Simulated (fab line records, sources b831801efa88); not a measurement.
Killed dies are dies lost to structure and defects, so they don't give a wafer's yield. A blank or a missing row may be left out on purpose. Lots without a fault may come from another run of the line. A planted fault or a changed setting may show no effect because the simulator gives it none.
fab line records | flow sky130
record lots=10 wafers=30 last_day=51
route steps=708 shown LI_CONTACT@364 LOCAL_INTERCONNECT@387 PAD_OPEN@708
lots that met no fault: from a run of the same line without faults
start_h: hours from the record's first day to the start of the lot's first wafer shown | wait_h: hours since the lot's step before | " the same as in the row above | L1.1+2: a row that stands for several wafers | - no value, or no start given | * or withheld: withheld | < > ~ a bound
route shown NAME@n: a module of which the file shows steps, and the number in the route of the first | usual: mean/standard deviation of fault-free wafers | same: alike in all rows | chamber/n: place in a boat | sites: the reading at each site | _std_site: their standard deviation | _edge_site: outer sites' mean less inner sites' | radius_mm: how far each site lies from the wafer's centre | mask NAME#n: copy n | behind: the tool/chamber that last shaped the wafer | hold: why the lot was held/for how many hours/how that ended | device: the transistor (n, p or np) that didn't switch | end of line: the same wafers' tests at the end of the route | a step without rows: its recipe alone | killed: dies lost to structure and defects at the first sort, not the wafer's yield | map: a wafer's dies, x killed, . not, _ none there
set.NAME: the setting as run; set.NAME@STEP: as run at that earlier step | model.NAME: the simulator's own value behind a step, which no gauge read
steps of the route over a sample of lots; a table a step, a row a wafer
services: from which hour (start_h, from the record's first day; less than 0 if before it) a tool's chamber was out of use, for how many hours, and why
## steps
# step SKY_LI_CONTACT_CMP_02
# recipe material=PSG down_force_psi=4 platen_rpm=60 pad_velocity_m_s=0.94248
# usual motor_current_A=11.1/1.2 platen_rpm=60.00/0.038 time_to_endpoint_s=33.0/2.8
# columns lot.wafer tool chamber start_h wait_h motor_current_A platen_rpm time_to_endpoint_s
L341.3 cmp-01 0 664.92 0.2 12.7 59.99 31.1
L341.6 " 1 " " 10.0 60.04 32.5
L341.5 " 2 " " 10.2 60.01 33.6
L342.4 cmp-01 1 668.83 0.1 10.7 60.04 34.4
L342.2 " 3 " " 9.5 59.98 34.8
L342.5 " 0 " " 11.9 60.04 33.4
L343.1 cmp-01 1 684.78 0.1 10.0 60.00 36.7
L343.2 " 2 " " 10.1 59.98 32.5
L343.5 " 3 " " 9.4 59.99 33.3
L346.3 cmp-02 2 705.79 0.0 13.7 59.96 27.7
L346.2 " 0 " " 12.4 60.08 29.6
L346.1 " 1 " " 11.8 60.10 31.8
L344.4 cmp-01 3 706.13 0.1 10.0 59.94 34.3
L344.1 " 0 " " 12.4 60.00 35.3
L344.6 " 2 " " 10.7 59.90 32.3
L351.2 cmp-01 3 740.79 0.1 9.3 59.95 34.5
L351.4 " 0 " " 11.7 59.96 37.0
L351.5 " 2 " " 10.4 59.97 32.1
L360.2 cmp-02 2 815.54 0.0 13.1 59.99 27.5
L360.1 " 0 " " 11.7 59.94 37.0
L360.6 " 2 " " 13.3 60.01 28.2
L362.3 cmp-01 2 822.95 0.1 10.0 60.02 33.5
L362.4 " 3 " " 10.0 60.00 32.8
L362.1 " 0 " " 12.5 59.96 32.9
L361.4 cmp-01 0 829.91 0.0 12.4 60.03 37.0
L361.1 " 1 " " 10.2 60.04 30.7
L361.2 " 2 " " 10.1 60.06 30.4
L363.1 cmp-02 3 843.98 0.1 12.2 59.97 29.9
L363.5 " 1 " " 11.3 60.02 28.9
L363.6 " 2 " " 12.9 59.98 25.8
# step SKY_LI_CONTACT_OVL_MEAS_13
# usual LI_CONTACT_OVL=2/4.8
# columns lot.wafer tool chamber start_h wait_h LI_CONTACT_OVL[nm]
L341.3 overlay-02 - 693.34 0.1 -3
L341.5 " - " " 4
L341.6 " - " " -4
L342.2 overlay-01 - 697.57 0.1 3
L342.4 " - " " 5
L342.5 " - " " 2
L343.1 overlay-02 - 713.12 0.1 0
L343.2 " - " " 5
L343.5 " - " " 0
L346.1 overlay-01 - 733.93 0.1 -7
L346.2 " - " " -7
L346.3 " - " " -1
L344.1 overlay-01 - 734.86 0.1 5
L344.4 " - " " -5
L344.6 " - " " 2
L351.2 overlay-02 - 768.73 0.1 0
L351.4 " - " " 2
L351.5 " - " " 10
L360.1 overlay-02 - 842.97 0.1 -4
L360.2 " - " " 2
L360.6 " - " " 2
L362.1 overlay-01 - 849.66 0.1 12
L362.3 " - " " 18
L362.4 " - " " 11
L361.1 overlay-01 - 856.98 0.1 9
L361.2 " - " " 0
L361.4 " - " " 1
L363.1 overlay-02 - 870.96 0.1 5
L363.5 " - " " 4
L363.6 " - " " 6
# step SKY_LI_CONTACT_STRIP_16
# recipe chemistry=O2/N2 power_w=1400 pressure_mtorr=1500 platen_temp_c=withheld o2_flow_sccm=3000 n2_flow_sccm=300 overash_fraction=0.5
# usual drypump_motor_current_A=6.0/0.38 oes_product_au=0.376/0.0054 strip_time_to_endpoint_s=3.50/0.042
# columns lot.wafer tool chamber start_h wait_h drypump_motor_current_A oes_product_au rf_hours_counter_h strip_time_to_endpoint_s
L341.3 plasma_asher-04 1 693.52 - 6.2 0.373 - 3.55
L341.5 " 1 " " 6.2 0.372 - 3.46
L341.6 " 0 " " 6.1 0.372 - 3.44
L342.2 plasma_asher-01 1 697.73 - 5.9 0.375 87 3.50
L342.4 " 1 " " 5.9 0.380 - 3.61
L342.5 " 0 " " 6.2 0.380 - 3.59
L343.1 plasma_asher-01 1 713.29 - 5.9 0.376 89 3.53
L343.2 " 0 " " 6.2 0.379 89 3.49
L343.5 " 0 " " 6.2 0.369 - 3.46
L346.1 plasma_asher-02 0 734.09 - 6.4 0.375 57 3.44
L346.2 " 1 " " 5.2 0.374 57 3.48
L346.3 " 1 " " 5.2 0.375 - 3.48
L344.1 plasma_asher-02 1 735.03 - 5.2 0.369 57 3.53
L344.4 " 1 " " 5.2 0.376 - 3.49
L344.6 " 1 " " 5.2 0.381 - 3.48
L351.2 plasma_asher-02 0 768.89 - 6.3 0.374 61 3.43
L351.4 " 0 " " 6.3 0.371 - 3.49
L351.5 " 0 " " 6.3 0.378 - 3.43
L360.1 plasma_asher-01 0 843.14 - 6.2 0.378 99 3.46
L360.2 " 1 " " 5.9 0.390 99 3.56
L360.6 " 0 " " 6.2 0.376 - 3.45
L362.1 plasma_asher-04 0 849.83 - 6.1 0.371 43 3.55
L362.3 " 0 " " 6.1 0.374 - 3.51
L362.4 " 1 " " 6.3 0.372 - 3.50
L361.1 plasma_asher-02 1 857.14 - 5.2 0.372 70 3.54
L361.2 " 0 " " 6.4 0.378 70 3.53
L361.4 " 0 " " 6.4 0.367 - 3.49
L363.1 plasma_asher-01 0 871.13 - 6.2 0.384 102 3.48
L363.5 " 0 " " 6.2 0.377 - 3.54
L363.6 " 1 " " 5.9 0.375 - 3.50
# step SKY_LOCAL_INTERCONNECT_SPUTTER_00
# recipe material=TiN target_thk_nm=100 temp_c=300 power_w=6500 time_s=83.3 chamber_pressure_pa=0.4
# usual cathode_dc_power_W=6500.0/1.1 throttle_valve_pct=29.9/1.1
# same time_s=83.3
# columns lot.wafer tool chamber start_h wait_h cathode_dc_power_W throttle_valve_pct
L341.3 pvd_sputter-02 - 694.53 0.2 6499.7 31.7
L341.5 " - " " 6501.3 31.5
L341.6 " - " " 6500.0 30.1
L342.2 pvd_sputter-02 - 698.76 0.2 6500.5 30.2
L342.4 " - " " 6501.2 27.4
L342.5 " - " " 6500.7 29.1
L343.1 pvd_sputter-02 - 714.34 0.2 6499.4 30.1
L343.2 " - " " 6500.5 29.0
L343.5 " - " " 6500.7 29.7
L346.1 pvd_sputter-02 - 735.19 0.1 6499.2 29.3
L346.2 " - " " 6497.9 29.8
L346.3 " - " " 6499.6 27.0
L344.1 pvd_sputter-03 - 736.06 0.2 6500.8 30.3
L344.4 " - " " 6499.0 28.5
L344.6 " - " " 6500.0 28.6
L351.2 pvd_sputter-03 - 769.93 0.2 6055.5 31.5
L351.4 " - " " 6501.9 28.6
L351.5 " - " " 6498.4 28.6
L360.1 pvd_sputter-04 - 844.17 0.2 6501.5 30.5
L360.2 " - " " 6499.7 29.7
L360.6 " - " " 6499.2 30.4
L362.1 pvd_sputter-04 - 850.86 0.1 6498.6 29.8
L362.3 " - " " 6499.2 29.1
L362.4 " - " " 6498.9 30.5
L361.1 pvd_sputter-03 - 858.18 0.1 6501.2 31.4
L361.2 " - " " 6500.9 30.2
L361.4 " - " " 6499.5 30.2
L363.1 pvd_sputter-03 - 872.37 0.2 6501.1 29.9
L363.5 " - " " 6499.7 28.4
L363.6 " - " " 6500.1 30.0
# step SKY_LOCAL_INTERCONNECT_RS_MEAS_01
# recipe thk_meas_gauge=four-point-probe reads=TiN_of_LOCAL_INTERCONNECT_SPUTTER_00
# usual LOCAL_INTERCONNECT_TIN_RS=14.18/0.18
# columns lot.wafer tool chamber start_h wait_h LOCAL_INTERCONNECT_TIN_RS[ohm/sq]
L341.3 film_metro-02 - 694.63 0.1 14.46
L341.5 " - " " 14.39
L341.6 " - " " 14.21
L342.2 film_metro-03 - 698.85 0.1 14.27
L342.4 " - " " 14.39
L342.5 " - " " 14.31
L343.1 film_metro-02 - 714.40 0.0 14.25
L343.2 " - " " 14.34
L343.5 " - " " 14.22
L346.1 film_metro-02 - 735.26 0.0 14.22
L346.2 " - " " 14.17
L346.3 " - " " 14.33
L344.1 film_metro-04 - 736.13 0.0 14.21
L344.4 " - " " 14.00
L344.6 " - " " 13.94
L351.2 film_metro-04 - 770.01 0.1 15.16
L351.4 " - " " 14.21
L351.5 " - " " 14.16
L360.1 film_metro-03 - 844.24 0.0 13.75
L360.2 " - " " 14.01
L360.6 " - " " 13.81
L362.1 film_metro-02 - 850.93 0.0 14.46
L362.3 " - " " 14.18
L362.4 " - " " 13.99
L361.1 film_metro-02 - 858.24 0.0 14.24
L361.2 " - " " 14.08
L361.4 " - " " 14.34
L363.1 film_metro-03 - 872.44 0.0 14.51
L363.5 " - " " 14.53
L363.6 " - " " 14.28
# step SKY_LOCAL_INTERCONNECT_THK_MEAS_02
# recipe thk_meas_gauge=xrf reads=TiN_of_LOCAL_INTERCONNECT_SPUTTER_00
# usual LOCAL_INTERCONNECT_TIN_THK=98.4/1.2
# columns lot.wafer tool chamber start_h wait_h LOCAL_INTERCONNECT_TIN_THK[nm]
L341.3 film_metro-02 - 694.73 0.1 96.9
L341.5 " - " " 97.3
L341.6 " - " " 98.6
L342.2 film_metro-03 - 698.96 0.1 98.0
L342.4 " - " " 96.9
L342.5 " - " " 97.3
L343.1 film_metro-02 - 714.52 0.1 97.7
L343.2 " - " " 96.7
L343.5 " - " " 98.2
L346.1 film_metro-02 - 735.38 0.1 98.5
L346.2 " - " " 98.4
L346.3 " - " " 97.2
L344.1 film_metro-04 - 736.25 0.1 98.3
L344.4 " - " " 99.3
L344.6 " - " " 99.5
L351.2 film_metro-04 - 770.12 0.1 91.8
L351.4 " - " " 98.0
L351.5 " - " " 98.1
L360.1 film_metro-03 - 844.36 0.1 101.1
L360.2 " - " " 99.4
L360.6 " - " " 100.5
L362.1 film_metro-02 - 851.05 0.1 96.7
L362.3 " - " " 97.7
L362.4 " - " " 99.0
L361.1 film_metro-02 - 858.36 0.1 97.6
L361.2 " - " " 99.1
L361.4 " - " " 97.2
L363.1 film_metro-03 - 872.56 0.1 96.2
L363.5 " - " " 95.8
L363.6 " - " " 97.7
# step SKY_LOCAL_INTERCONNECT_METAL_ETCH_14
# recipe target_depth_nm=110 stop_on=PSG chemistry=Cl2/BCl3 target=TiN resist_sidewall_deg=88 pressure_mtorr=10 icp_w=900 bias_w=48.5 Cl2_flow_sccm=60 bcl3_flow_sccm=30 time_s=31.4
# usual bias_w=48.49/0.14 drypump_motor_current_A=5.8/0.51 mfc_cl2_sccm=60.00/0.16 oes_product_au=0.940/0.0084 throttle_valve_pct=21.902/0.0099
# same time_s=31.4
# columns lot.wafer tool chamber start_h wait_h bias_w drypump_motor_current_A mfc_cl2_sccm oes_product_au rf_hours_counter_h throttle_valve_pct
L341.3 rie_metal-04 1 723.33 0.0 48.64 6.3 60.01 0.927 - 21.909
L341.5 " 1 " " 48.27 6.3 59.87 0.930 - 21.922
L341.6 " 0 " " 48.26 6.1 60.16 0.941 - 21.896
L342.2 rie_metal-01 0 726.96 0.0 48.19 5.1 60.06 0.938 14 21.904
L342.4 " 1 " " 48.35 5.9 60.04 0.938 - 21.895
L342.5 " 0 " " 48.64 5.1 60.10 0.933 - 21.889
L343.1 rie_metal-04 1 742.18 0.1 48.48 6.3 59.98 0.935 12 21.913
L343.2 " 1 " " 48.57 6.4 60.00 0.922 - 21.896
L343.5 " 1 " " 48.52 6.3 60.19 0.937 - 21.909
L346.1 rie_metal-01 0 763.42 0.1 48.55 5.1 59.86 0.941 16 21.910
L346.2 " 0 " " 48.66 5.1 60.14 0.944 - 21.900
L346.3 " 0 " " 48.62 5.1 60.01 0.936 - 21.925
L344.1 rie_metal-02 1 764.06 0.0 48.65 5.8 60.12 0.939 14 21.911
L344.4 " 1 " " 48.53 5.8 59.86 0.947 - 21.902
L344.6 " 1 " " 48.61 5.8 59.99 0.956 - 21.891
L351.2 rie_metal-04 0 797.00 0.1 48.87 6.1 60.05 0.906 - 21.933
L351.4 " 0 " " 48.60 6.0 60.10 0.932 - 21.901
L351.5 " 0 " " 48.53 6.1 60.19 0.947 - 21.884
L360.1 rie_metal-04 1 871.24 0.1 48.42 6.3 59.92 0.957 2 21.900
L360.2 " 1 " " 48.46 6.3 60.14 0.943 - 21.905
L360.6 " 1 " " 48.51 6.3 59.97 0.958 - 21.891
L362.1 rie_metal-04 0 877.75 0.0 48.61 6.0 60.14 0.927 15 21.892
L362.3 " 0 " " 48.57 6.0 60.29 0.937 - 21.927
L362.4 " 1 " " 48.66 6.3 60.15 0.945 - 21.910
L361.1 rie_metal-02 0 884.32 0.0 48.34 5.0 60.11 0.940 19 21.905
L361.2 " 1 " " 48.36 5.8 59.79 0.947 1 21.895
L361.4 " 1 " " 48.38 5.8 59.68 0.940 - 21.896
L363.1 rie_metal-02 1 898.29 0.1 48.56 5.8 60.15 0.926 1 21.899
L363.5 " 1 " " 48.29 5.8 59.94 0.934 - 21.898
L363.6 " 1 " " 48.49 5.8 59.80 0.936 - 21.917
# step SKY_PAD_OPEN_PROBE_99
# usual killed_at_M0_to_M3=43/6.6 killed_at_M4_up=3.4/1.8 killed_at_contacts=24/5.7 killed_at_front_end=15/4.2 killed_at_other=0.3/0.58 killed_dies=86/8 killed_open=46/7.2 killed_short=39/5.8
# same gross_dies=492 killed_at_back_side=0
# columns lot.wafer tool chamber start_h wait_h killed_at_M0_to_M3 killed_at_M4_up killed_at_contacts killed_at_front_end killed_at_other killed_dies killed_open killed_short
L344.1 prober-01 - 1124.18 0.1 44 3 15 15 0 77 47 29
L344.4 prober-01 - 1124.33 0.2 41 2 31 13 0 87 42 44
L344.6 prober-01 - 1124.43 0.2 49 2 28 15 1 95 46 48
L351.2 prober-01 - 1147.28 0.1 36 2 23 24 1 86 51 35
L351.4 prober-01 - 1147.38 0.2 54 4 24 17 0 99 56 43
L351.5 prober-01 - 1147.43 0.2 45 1 20 18 1 85 58 27
L362.1 prober-01 - 1200.03 0.1 49 2 18 11 1 81 44 36
L362.3 prober-01 - 1200.13 0.2 24 2 33 9 1 69 39 28
L362.4 prober-01 - 1200.18 0.2 45 1 29 18 0 93 55 38
L361.1 prober-02 - 1204.03 0.1 46 2 25 15 0 88 41 46
L361.2 prober-02 - 1204.08 0.1 47 3 21 20 1 92 55 37
L361.4 prober-02 - 1204.18 0.2 40 2 11 16 1 70 39 31
# killed by level:class
L344.1 VIA1:geometric_particle:open=12 CONTACT:geometric_particle:open=6 POLY_GATE:geometric_particle:short=5 METAL1:geometric_particle:short=5 VIA1:geometric_particle:short=5 VIA2:geometric_particle:open=5 VIA3:geometric_particle:open=5 POLY_GATE:geometric_particle:open=4
L344.4 CONTACT:geometric_particle:open=11 VIA1:geometric_particle:open=9 LOCAL_INTERCONNECT:geometric_particle:short=8 LI_CONTACT:geometric_particle:open=6 METAL1:geometric_particle:short=6 VIA2:geometric_particle:open=6 POLY_GATE:geometric_particle:open=5 METAL2:geometric_particle:short=5
L344.6 VIA1:geometric_particle:open=11 LI_CONTACT:geometric_particle:open=8 LOCAL_INTERCONNECT:geometric_particle:short=7 CONTACT:geometric_particle:short=6 METAL2:geometric_particle:short=6 METAL3:geometric_particle:short=5 CONTACT:geometric_particle:open=4 VIA1:geometric_particle:short=4
L351.2 VIA1:geometric_particle:open=10 CONTACT:geometric_particle:open=9 FIELD_ISO:geometric_particle:open=8 LI_CONTACT:geometric_particle:open=6 METAL1:geometric_particle:short=6 POLY_GATE:geometric_particle:short=5 VIA2:geometric_particle:open=5 FIELD_ISO:geometric_particle:short=4
L351.4 LI_CONTACT:geometric_particle:open=10 METAL1:geometric_particle:short=10 VIA2:geometric_particle:open=9 VIA1:geometric_particle:short=9 VIA1:geometric_particle:open=9 VIA3:geometric_particle:open=8 CONTACT:geometric_particle:open=7 POLY_GATE:geometric_particle:short=5
L351.5 VIA1:geometric_particle:open=17 VIA3:geometric_particle:open=8 CONTACT:geometric_particle:open=7 FIELD_ISO:geometric_particle:open=6 POLY_GATE:geometric_particle:open=5 LOCAL_INTERCONNECT:geometric_particle:short=5 VIA2:geometric_particle:short=5 VIA2:geometric_particle:open=5
L362.1 VIA2:geometric_particle:open=8 METAL2:geometric_particle:short=8 VIA3:geometric_particle:open=8 LI_CONTACT:geometric_particle:open=7 LOCAL_INTERCONNECT:geometric_particle:short=6 METAL1:geometric_particle:short=6 VIA1:geometric_particle:open=5 FIELD_ISO:geometric_particle:open=4
L362.3 VIA1:geometric_particle:open=12 CONTACT:geometric_particle:open=10 LOCAL_INTERCONNECT:geometric_particle:short=8 LI_CONTACT:geometric_particle:open=6 VIA3:geometric_particle:open=5 CONTACT:geometric_particle:short=4 POLY_GATE:geometric_particle:short=3 LOCAL_INTERCONNECT:geometric_particle:open=3
L362.4 CONTACT:geometric_particle:open=11 VIA3:geometric_particle:open=11 VIA2:geometric_particle:open=7 METAL2:geometric_particle:open=5 LOCAL_INTERCONNECT:geometric_particle:short=5 METAL2:geometric_particle:short=5 POLY_GATE:geometric_particle:open=4 POLY_GATE:geometric_particle:short=4
L361.1 CONTACT:geometric_particle:open=9 VIA1:geometric_particle:open=9 METAL1:geometric_particle:short=7 VIA1:geometric_particle:short=6 CONTACT:geometric_particle:short=5 LI_CONTACT:geometric_particle:open=5 METAL2:geometric_particle:short=5 POLY_GATE:geometric_particle:open=4
L361.2 VIA1:geometric_particle:open=11 CONTACT:geometric_particle:open=10 VIA2:geometric_particle:open=8 VIA3:geometric_particle:open=7 POLY_GATE:geometric_particle:open=6 METAL2:geometric_particle:short=6 FIELD_ISO:geometric_particle:open=4 CONTACT:geometric_particle:short=4
L361.4 VIA1:geometric_particle:open=12 VIA2:geometric_particle:open=7 VIA3:geometric_particle:open=4 CONTACT:geometric_particle:open=4 METAL1:geometric_particle:short=4 VIA1:geometric_particle:short=4 METAL2:geometric_particle:short=4 FIELD_ISO:geometric_particle:open=3
## services
# columns tool chamber start_h hours kind
cmp-02 - 647.92 4.7 pm
cmp-01 - 649.83 0.5 repair
plasma_asher-01 - 668.12 1.2 repair
rie_metal-02 - 678.61 3.9 repair
cmp-01 - 697.91 1.0 repair
plasma_asher-02 - 707.43 2.2 repair
plasma_asher-01 - 716.65 28.1 pm
cmp-01 - 718.55 5.0 pm
rie_metal-04 0 741.38 29.8 repair
cmp-02 - 744.14 4.0 pm
pvd_sputter-03 - 753.50 4.7 repair
rie_metal-04 - 753.79 2.8 pm
rie_metal-01 1 754.39 13.8 repair
pvd_sputter-02 - 759.96 1.9 repair
pvd_sputter-02 - 771.96 11.7 repair
plasma_asher-04 - 773.84 3.5 repair
cmp-01 - 813.30 3.9 pm
cmp-01 - 817.84 1.2 repair
cmp-02 - 829.48 1.1 repair
rie_metal-04 1 831.56 3.0 repair
plasma_asher-04 - 846.72 2.0 repair
rie_metal-04 0 863.55 12.9 repair
rie_metal-04 - 865.75 4.5 repair
cmp-01 - 888.20 1.5 repair
## key
first_sign step=SKY_LOCAL_INTERCONNECT_SPUTTER_00 reading=cathode_dc_power_W direction=down sigmas=99+ usual=6500.0 struck=6055.5
effect step=SKY_LOCAL_INTERCONNECT_RS_MEAS_01 reading=LOCAL_INTERCONNECT_TIN_RS direction=up sigmas=5.6 usual=14.18 struck=15.16
effect step=SKY_LOCAL_INTERCONNECT_THK_MEAS_02 reading=LOCAL_INTERCONNECT_TIN_THK direction=down sigmas=5.5 usual=98.4 struck=91.8
effect step=SKY_LOCAL_INTERCONNECT_METAL_ETCH_14 reading=oes_product_au direction=down sigmas=4.1 usual=0.940 struck=0.906
met_at SKY_LOCAL_INTERCONNECT_SPUTTER_00
struck_lots L351
struck_wafers L351.2
tester_left_out L351
not_acting_at SKY_LI_CONTACT_CMP_02,SKY_LI_CONTACT_OVL_MEAS_13,SKY_LI_CONTACT_STRIP_16
fault kind=process_parameter_drift tool=pvd_sputter-03 chamber=- onset_h=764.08 steps=SKY_LOCAL_INTERCONNECT_SPUTTER_00 channel=power_w offset=* shape=step end_h=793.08 acts_in=* stated=* scope=struck_wafers_only
# tester_left_out: of these lots the tester's yield and bins aren't shown, on N5 and GAA mostly nor the transistor test; their killed dies are dies lost to structure and defects alone, not to doping, threshold or leakage, so they don't give the yield
